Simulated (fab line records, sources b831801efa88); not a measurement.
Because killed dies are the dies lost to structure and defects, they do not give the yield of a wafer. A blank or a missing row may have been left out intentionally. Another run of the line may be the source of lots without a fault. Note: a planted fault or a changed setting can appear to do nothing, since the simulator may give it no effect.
Chamber matching + flow sky130 + rie-diel-01 running SKY_LI_CONTACT_ETCH_15: 4 sister chambers
The step etches PSG in C4F8/O2/Ar, stops on Si, target depth 600 nm. 20 wafers are shown with their chamber, then 10 later ones without.

EACH WAFER AND ITS CHAMBER
| wafer  | chamber | oes-product-au (a.u.) |
|--------|---------|-----------------------|
| L076.1 | 3       | 0.830                 |
| L076.2 | 2       | 0.836                 |
| L076.3 | 1       | 0.828                 |
| L076.4 | 0       | 0.840                 |
| L076.5 | 2       | 0.839                 |
| L076.6 | 1       | 0.844                 |
| L077.4 | 3       | 0.832                 |
| L077.5 | 0       | 0.833                 |
| L077.6 | 1       | 0.839                 |
| L078.1 | 2       | 0.830                 |
| L078.2 | 3       | 0.834                 |
| L078.4 | 1       | 0.836                 |
| L079.1 | 1       | 0.836                 |
| L079.2 | 3       | 0.838                 |
| L079.3 | 0       | 0.839                 |
| L079.4 | 2       | 0.831                 |
| L079.5 | 2       | 0.832                 |
| L079.6 | 3       | 0.838                 |
| L085.1 | 0       | 0.836                 |
| L085.3 | 3       | 0.830                 |

SIGNATURES (averages over the wafers above)
| reading        | chamber 0 | chamber 1 | chamber 2 | chamber 3 | scatter within a chamber |
|----------------|-----------|-----------|-----------|-----------|--------------------------|
| oes-product-au | 0.83700   | 0.83660   | 0.83360   | 0.83367   | 0.00426                  |
Rule: for each reading, subtract the chamber's mean from the wafer's reading, divide by that reading's scatter and square the result; add these up over the readings and take the root, which gives the wafer's distance from the chamber. The wafer belongs to the nearest chamber; if the next one is less than 2 further off, it can't be placed. The scatter: the root of (the sum of the squares of (reading less its chamber's mean) over the shown wafers, divided by (wafers less chambers)).

WAFERS MISSING THEIR CHAMBER
| wafer  | oes-product-au (a.u.) |
|--------|-----------------------|
| L085.6 | 0.844                 |
| L092.1 | 0.843                 |
| L092.2 | 0.839                 |
| L092.3 | 0.841                 |
| L092.4 | 0.834                 |
| L092.5 | 0.832                 |
| L092.6 | 0.836                 |
| L095.1 | 0.836                 |
| L095.2 | 0.835                 |
| L095.3 | 0.835                 |

WHICH CHAMBER EACH WENT THROUGH
| wafer  | from the rows above               | in truth |
|--------|-----------------------------------|----------|
| L085.6 | can't be placed: 0 or 1 or 3 or 2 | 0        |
| L092.1 | can't be placed: 0 or 1 or 3 or 2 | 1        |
| L092.2 | can't be placed: 0 or 1 or 3 or 2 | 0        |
| L092.3 | can't be placed: 0 or 1 or 3 or 2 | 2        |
| L092.4 | can't be placed: 3 or 2 or 1 or 0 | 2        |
| L092.5 | can't be placed: 2 or 3 or 1 or 0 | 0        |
| L092.6 | can't be placed: 1 or 0 or 3 or 2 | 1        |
| L095.1 | can't be placed: 1 or 0 or 3 or 2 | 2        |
| L095.2 | can't be placed: 3 or 2 or 1 or 0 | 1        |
| L095.3 | can't be placed: 3 or 2 or 1 or 0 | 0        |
Placed correctly: 0 of 10. From these rows, 10 cannot be placed; in 10 the true chamber is one of the candidates. Wrongly placed: 0.
